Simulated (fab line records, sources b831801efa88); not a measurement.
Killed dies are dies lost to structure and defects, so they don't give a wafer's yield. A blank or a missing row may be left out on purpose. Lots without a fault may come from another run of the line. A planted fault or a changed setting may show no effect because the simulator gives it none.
Which tool did it? | flow gf180mcu | 13 lots, 39 wafers sampled, at 4 steps of a route of 602

WHAT THE GAUGES READ, wafer by wafer
GF_DNWELL_TW_MEAS_09.
lot  | measured    | on            | DNWELL_TW
L305 | day 3 00:56 | film_metro-02 | 1366 1360 1361
L306 | day 3 05:16 | film_metro-03 | 1348 1341 1343
L307 | day 3 09:47 | film_metro-03 | 1332 1346 1340
L311 | day 4 09:08 | film_metro-02 | 1359 1357 1355
L312 | day 4 14:22 | film_metro-02 | 31 31 31
L313 | day 4 19:26 | film_metro-02 | 1345 1350 1355
L317 | day 5 15:22 | film_metro-02 | 1374 1381 1368
L321 | day 6 13:22 | film_metro-01 | 1309 1311 1314
L322 | day 6 19:17 | film_metro-01 | 1326 1319 1321
L323 | day 7 00:04 | film_metro-01 | 1321 1327 1321
L324 | day 7 06:44 | film_metro-02 | 1363 1364 1359
L325 | day 7 11:47 | film_metro-03 | 1344 1347 1343
L326 | day 7 15:44 | film_metro-01 | 1337 1344 1337

GF_NWELL_TW_MEAS_11.
lot  | measured    | on            | NWELL_TW
L305 | day 3 14:04 | film_metro-04 | 1592 1592 1575
L306 | day 3 18:50 | film_metro-04 | 1582 1581 1579
L307 | day 3 23:47 | film_metro-03 | 1570 1569 1570
L311 | day 4 23:22 | film_metro-01 | 1550 1542 1556
L312 | day 5 04:18 | film_metro-04 | 1842 1851 1848
L313 | day 5 09:58 | film_metro-04 | 1590 1596 1594
L317 | day 6 06:42 | film_metro-04 | 1590 1579 1583
L321 | day 7 05:59 | film_metro-01 | 1550 1550 1554
L322 | day 7 11:07 | film_metro-01 | 1535 1551 1555
L323 | day 7 15:53 | film_metro-01 | 1548 1532 1548
L324 | day 7 23:12 | film_metro-01 | 1550 1535 1543
L325 | day 8 04:11 | film_metro-03 | 1562 1574 1563
L326 | day 8 08:30 | film_metro-03 | 1570 1568 1576

WHICH TOOL RAN EACH LOT (tool, then ch and the chambers of the sampled wafers, then the start)
lot  | GF_STI_CMP_25                | GF_DNWELL_EXPOSE_04
L305 | cmp-02 ch 0,2,3, day 2 08:53 | iline_stepper-01 ch 0, day 2 18:32
L306 | cmp-02 ch 0,1,2, day 2 13:57 | iline_stepper-01 ch 0, day 2 23:10
L307 | cmp-01 ch 1,3, day 2 18:41   | iline_stepper-02 ch 0, day 3 03:38
L311 | cmp-01 ch 0,1,2, day 3 16:38 | iline_stepper-01 ch 0, day 4 02:33
L312 | cmp-01 ch 0,1,2, day 3 22:46 | iline_stepper-01 ch 0, day 4 07:37
L313 | cmp-02 ch 1,2,3, day 4 02:19 | iline_stepper-01 ch 0, day 4 12:39
L317 | cmp-02 ch 1,2, day 4 22:34   | iline_stepper-01 ch 0, day 5 08:02
L321 | cmp-02 ch 1,2,3, day 5 19:43 | iline_stepper-02 ch 0, day 6 06:06
L322 | cmp-02 ch 1,2, day 6 01:42   | iline_stepper-01 ch 0, day 6 11:52
L323 | cmp-01 ch 1,2,3, day 6 06:00 | iline_stepper-02 ch 0, day 6 15:37
L324 | cmp-02 ch 0,2, day 6 12:25   | iline_stepper-02 ch 0, day 6 22:47
L325 | cmp-02 ch 0,1,2, day 6 17:56 | iline_stepper-02 ch 0, day 7 03:57
L326 | cmp-01 ch 0,3, day 6 21:40   | iline_stepper-02 ch 0, day 7 07:47
- GF_STI_CMP_25: polishes, stops on Si3N4, t overpolish 33 s, target thk 524.6 nm.
- GF_DNWELL_EXPOSE_04: exposes mask DNWELL, target cd 1700 nm.

WHAT THE TOOLS THEMSELVES READ (means of the sampled wafers that have a number; where no wafer has one, the mark that the record gives instead)
GF_STI_CMP_25.
lot  | tool   | edge_zone_pressure_frac | motor_current_A (A) | overpolish_run_s (s) | time_to_endpoint_s (s)
L305 | cmp-02 | 1.000                   | 11.5                | 32.999               | 136
L306 | cmp-02 | 1.002                   | 12.4                | 33.006               | 132
L307 | cmp-01 | 0.999                   | 13.2                | 33.003               | 117
L311 | cmp-01 | 1.000                   | 11.3                | 32.992               | 121
L312 | cmp-01 | 0.995                   | 11.5                | 33.009               | 121
L313 | cmp-02 | 0.996                   | 11.7                | 32.996               | 122
L317 | cmp-02 | 0.996                   | 12.6                | 33.001               | 119
L321 | cmp-02 | 1.002                   | 11.9                | 33.003               | 124
L322 | cmp-02 | 0.995                   | 12.5                | 32.995               | 124
L323 | cmp-01 | 0.998                   | 12.8                | 32.986               | 123
L324 | cmp-02 | 0.994                   | 11.6                | 33.006               | 125
L325 | cmp-02 | 0.994                   | 12.1                | 33.000               | 125
L326 | cmp-01 | 0.999                   | 12.2                | 33.000               | 122

GF_DNWELL_EXPOSE_04.
lot  | tool             | exposure_dose_mJ_cm2
L305 | iline_stepper-01 | 259.82
L306 | iline_stepper-01 | 259.64
L307 | iline_stepper-02 | 259.82
L311 | iline_stepper-01 | 259.84
L312 | iline_stepper-01 | 260.16
L313 | iline_stepper-01 | 260.15
L317 | iline_stepper-01 | 259.82
L321 | iline_stepper-02 | 260.16
L322 | iline_stepper-01 | 260.17
L323 | iline_stepper-02 | 259.82
L324 | iline_stepper-02 | 260.14
L325 | iline_stepper-02 | 260.16
L326 | iline_stepper-02 | 259.83

THE ANSWER, worked out from the rows above alone
Rule: what is usual is taken from the lots themselves. Put in order of their means at a reading, lots are off if they are a third of the lots or fewer, leave a main group of 4 or more, and stand apart from it by a gap of 3 or more times the standard deviation of the main group's means; of several such gaps the widest counts. A main group whose means are all the same, to the digits that the tables above print for the reading, isn't used. A lot without any number at a reading at which 4 lots or more have one is off too. The other lots that the step has rows for count as sound. The gauges are gone through in route order, then the tools' own readings, and for those a lot's mean is taken as printed above. The first step at which some lot is off is used, and at that step the reading that is off furthest; a lot without a number counts as furthest.
Off: L312, at GF_DNWELL_TW_MEAS_09 (DNWELL_TW). The main group: mean 1344, standard deviation 18.
A tool fits if, at a process step before that reading, it ran every lot that is off, and no sound lot after the first of them. The gauges at GF_DNWELL_TW_MEAS_09 aren't tried: what is off there is off at GF_NWELL_TW_MEAS_11 too, on other tools, and a gauge's error can't cause that. None of those tried fits.

WHAT THE SIMULATOR HAD PUT IN
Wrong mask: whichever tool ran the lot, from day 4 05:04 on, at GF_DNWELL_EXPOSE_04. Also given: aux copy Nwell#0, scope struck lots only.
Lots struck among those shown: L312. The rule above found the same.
